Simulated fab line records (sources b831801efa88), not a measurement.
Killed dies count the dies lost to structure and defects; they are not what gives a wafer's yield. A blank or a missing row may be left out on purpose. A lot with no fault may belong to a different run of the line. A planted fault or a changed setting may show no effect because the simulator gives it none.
Matching of chambers :: flow sky130 :: rie_si-02 running SKY_FIELD_ISO_ETCH_17: 4 sister chambers
The step etches Si in HBr/Cl2/O2, target depth 342 nm, time 97.7 s. 7 wafers are shown with their chamber, then 7 later ones without.

== WAFERS PAIRED WITH THEIR CHAMBERS ==
wafer: L729.1
chamber: 3
drypump_motor_current_A (A): 5.7
oes_product_au (a.u.): 0.980

wafer: L730.3
chamber: 3
drypump_motor_current_A (A): 5.7
oes_product_au (a.u.): 0.989

wafer: L740.1
chamber: 2
drypump_motor_current_A (A): 6.3
oes_product_au (a.u.): 1.000

wafer: L740.3
chamber: 1
drypump_motor_current_A (A): 5.8
oes_product_au (a.u.): 1.017

wafer: L740.5
chamber: 0
drypump_motor_current_A (A): 6.5
oes_product_au (a.u.): 1.010

wafer: L741.3
chamber: 1
drypump_motor_current_A (A): 5.8
oes_product_au (a.u.): 1.006

wafer: L741.4
chamber: 0
drypump_motor_current_A (A): 6.6
oes_product_au (a.u.): 0.999

== WAFERS WITH NO CHAMBER GIVEN ==
wafer: L741.5
drypump_motor_current_A (A): 5.7
oes_product_au (a.u.): 0.975

wafer: L744.1
drypump_motor_current_A (A): 5.7
oes_product_au (a.u.): 0.978

wafer: L744.2
drypump_motor_current_A (A): 6.3
oes_product_au (a.u.): 1.001

wafer: L744.6
drypump_motor_current_A (A): 6.5
oes_product_au (a.u.): 0.991

wafer: L747.1
drypump_motor_current_A (A): 6.5
oes_product_au (a.u.): 1.004

wafer: L747.2
drypump_motor_current_A (A): 5.8
oes_product_au (a.u.): 1.019

wafer: L747.6
drypump_motor_current_A (A): 6.5
oes_product_au (a.u.): 1.007

== WHICH CHAMBER EACH WENT THROUGH ==
wafer: L741.5
from the rows above: 3
in truth: 3

wafer: L744.1
from the rows above: 3
in truth: 3

wafer: L744.2
from the rows above: 2
in truth: 2

wafer: L744.6
from the rows above: 0
in truth: 0

wafer: L747.1
from the rows above: 0
in truth: 0

wafer: L747.2
from the rows above: 1
in truth: 1

wafer: L747.6
from the rows above: 0
in truth: 0
Placed correctly: 7 of 7. Not placeable from these rows: 0. 0 placed wrongly.
How it was worked out, from the rows above alone: a wafer's distance from a chamber is the root of the sum, over the readings, of the square of ((its reading less the chamber's mean) divided by the reading's scatter). If the next closest chamber is less than 2 further off than the closest, the wafer can't be placed; otherwise it belongs to the closest. For every chamber, the mean is computed from those of its wafers that are shown. How the scatter is found: for the shown wafers, subtract from each reading the mean of its chamber, square and add these, divide the total by (wafers less chambers), then take the root.
